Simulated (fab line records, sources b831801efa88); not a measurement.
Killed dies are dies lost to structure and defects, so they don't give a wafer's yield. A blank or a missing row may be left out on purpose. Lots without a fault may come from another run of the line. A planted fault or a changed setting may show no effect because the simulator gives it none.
Which tool did it? | flow gf180mcu | 12 lots, 36 wafers sampled, at 4 steps of a route of 602

WHAT THE GAUGES READ, wafer by wafer
GF_HV_LDD_TW_MEAS_23. Usual: HV_LDD_2_TW 1057, standard deviation 6.3.
lot  | measured     | on            | HV_LDD_2_TW    | flag
L261 | day 10 23:01 | film_metro-01 | 1060 1055 1058 |
L270 | day 13 22:39 | film_metro-04 | 988 984 993    | OFF
L271 | day 14 06:50 | film_metro-02 | 983 974 977    | OFF
L272 | day 14 12:05 | film_metro-01 | 1049 1048 1055 |
L273 | day 14 20:19 | film_metro-02 | 1063 1061 1063 |
L274 | day 15 02:04 | film_metro-01 | 1054 1053 1053 |
L275 | day 15 08:32 | film_metro-04 | 1058 1062 1064 |
L278 | day 17 00:13 | film_metro-02 | 1058 1055 1058 |
L279 | day 17 09:25 | film_metro-01 | 1049 1049 1051 |
L280 | day 17 13:55 | film_metro-02 | 1064 1053 1054 |
L281 | day 17 17:05 | film_metro-01 | 1057 1050 1044 |
L282 | day 17 21:58 | film_metro-01 | 1055 1051 1055 |

GF_HV_LDD_OVL_MEAS_32. Usual: HV_LDD_02_OVL 1.0 nm, standard deviation 1.4.
lot  | measured     | on         | HV_LDD_02_OVL (nm) | flag
L261 | day 11 17:23 | overlay-02 | -0.8 0.4 1.7       |
L270 | day 14 19:44 | overlay-02 | -0.6 1.2 -0.3      |
L271 | day 15 03:14 | overlay-02 | -1.7 -0.8 -0.5     |
L272 | day 15 08:40 | overlay-02 | 1.8 2.6 2.0        |
L273 | day 15 17:41 | overlay-02 | 0.1 0.6 1.2        |
L274 | day 15 23:20 | overlay-01 | 2.5 1.1 1.6        |
L275 | day 16 06:26 | overlay-01 | 0.3 1.8 0.7        |
L278 | day 18 00:01 | overlay-01 | 1.0 1.5 2.0        |
L279 | day 18 09:53 | overlay-02 | 0.4 1.3 2.5        |
L280 | day 18 13:28 | overlay-02 | -0.8 0.3 0.9       |
L281 | day 18 16:21 | overlay-01 | -1.7 -0.1 -0.5     |
L282 | day 18 22:01 | overlay-01 | -1.8 2.1 -0.1      |

WHICH TOOL RAN EACH LOT (tool, then ch and the chambers of the sampled wafers, then the start)
lot  | GF_POLY_GATE_ETCH_12               | GF_HV_LDD_IMPLANT_21
L261 | rie_diel-02 ch 0,3, day 9 09:35    | implanter-02 ch 0, day 10 22:46
L270 | rie_diel-04 ch 0,2,3, day 12 04:16 | implanter-04 ch 0, day 13 22:24
L271 | rie_diel-02 ch 0,1, day 12 11:43   | implanter-04 ch 0, day 14 06:35
L272 | rie_diel-04 ch 0,1,3, day 12 17:34 | implanter-02 ch 0, day 14 11:50
L273 | rie_diel-04 ch 2,3, day 13 00:17   | implanter-03 ch 0, day 14 20:04
L274 | rie_diel-04 ch 1,2, day 13 06:58   | implanter-03 ch 0, day 15 01:49
L275 | rie_diel-03 ch 0,2,3, day 13 13:04 | implanter-03 ch 0, day 15 08:17
L278 | rie_diel-02 ch 0,1, day 15 01:23   | implanter-04 ch 0, day 16 23:58
L279 | rie_diel-02 ch 0,2,3, day 15 10:41 | implanter-04 ch 0, day 17 09:10
L280 | rie_diel-02 ch 0,1,2, day 15 14:26 | implanter-04 ch 0, day 17 13:40
L281 | rie_diel-04 ch 0,1,2, day 15 15:43 | implanter-02 ch 0, day 17 16:53
L282 | rie_diel-04 ch 0,3, day 15 22:25   | implanter-04 ch 0, day 17 21:43
- GF_POLY_GATE_ETCH_12: etches BARC in N2/H2.
- GF_HV_LDD_IMPLANT_21

WHAT THE TOOLS THEMSELVES READ (means of the sampled wafers that have a number; where no wafer has one, the mark that the record gives instead)
GF_POLY_GATE_ETCH_12. Usual: drypump_motor_current_A 6.1 A, standard deviation 0.4; oes_product_au 0.735 a.u., standard deviation 0.0052; rf_fwd_power_W 496.0 W, standard deviation 2.1; throttle_valve_pct 13.215 %, standard deviation 0.0086.
lot  | tool        | drypump_motor_current_A (A) | oes_product_au (a.u.) | rf_fwd_power_W (W) | throttle_valve_pct (%) | flag
L261 | rie_diel-02 | 6.2                         | 0.735                 | 495.6              | 13.219                 |
L270 | rie_diel-04 | 6.4                         | 0.741                 | 495.8              | 13.216                 |
L271 | rie_diel-02 | 5.9                         | 0.735                 | 497.2              | 13.204                 |
L272 | rie_diel-04 | 6.4                         | 0.733                 | 497.8              | 13.221                 |
L273 | rie_diel-04 | 6.4                         | 0.731                 | 496.2              | 13.215                 |
L274 | rie_diel-04 | 6.5                         | 0.733                 | 496.1              | 13.217                 |
L275 | rie_diel-03 | 5.8                         | 0.738                 | 496.7              | 13.211                 |
L278 | rie_diel-02 | 5.7                         | 0.734                 | 495.0              | 13.213                 |
L279 | rie_diel-02 | 5.9                         | 0.740                 | 494.7              | 13.227                 |
L280 | rie_diel-02 | 5.6                         | 0.729                 | 495.9              | 13.216                 |
L281 | rie_diel-04 | 6.5                         | 0.739                 | 496.0              | 13.213                 |
L282 | rie_diel-04 | 6.2                         | 0.738                 | 496.1              | 13.217                 |

GF_HV_LDD_IMPLANT_21. Usual: beam_on_s 10.01 s, standard deviation 0.2; faraday_current_uA 281, standard deviation 5.7; tilt_deg 7.007 degrees, standard deviation 0.019.
lot  | tool         | beam_on_s (s) | faraday_current_uA | tilt_deg (degrees) | flag
L261 | implanter-02 | 10.02         | 281                | 7.017              |
L270 | implanter-04 | 7.70          | 367                | 7.021              | OFF
L271 | implanter-04 | 7.80          | 361                | 7.018              | OFF
L272 | implanter-02 | 9.99          | 282                | 7.021              |
L273 | implanter-03 | 9.94          | 284                | 7.013              |
L274 | implanter-03 | 10.04         | 281                | 6.999              |
L275 | implanter-03 | 10.25         | 275                | 7.021              |
L278 | implanter-04 | 9.89          | 284                | 7.007              |
L279 | implanter-04 | 10.14         | 279                | 6.972              |
L280 | implanter-04 | 10.04         | 281                | 6.994              |
L281 | implanter-02 | 10.17         | 277                | 7.004              |
L282 | implanter-04 | 10.04         | 280                | 7.010              |

THE ANSWER, worked out from the rows above alone
Rule: a lot is off if the mean of its wafers that have a number lies more than 3 standard deviations from the usual mean. A lot without any number at a reading at which 4 lots or more have one is off too. The other lots that the step has rows for count as sound. The gauges are gone through in route order, then the tools' own readings, and for those a lot's mean is taken as printed above. The first step at which some lot is off is used, and at that step the reading that is off furthest; a lot without a number counts as furthest.
Off: L270, L271, at GF_HV_LDD_TW_MEAS_23 (HV_LDD_2_TW).
A tool fits if, at a process step before that reading, it ran every lot that is off, and no sound lot after the first of them. The gauges at GF_HV_LDD_TW_MEAS_23 aren't tried: what is off there is off at GF_HV_LDD_IMPLANT_21 too, on other tools, and a gauge's error can't cause that. None of those tried fits.

WHAT THE SIMULATOR HAD PUT IN
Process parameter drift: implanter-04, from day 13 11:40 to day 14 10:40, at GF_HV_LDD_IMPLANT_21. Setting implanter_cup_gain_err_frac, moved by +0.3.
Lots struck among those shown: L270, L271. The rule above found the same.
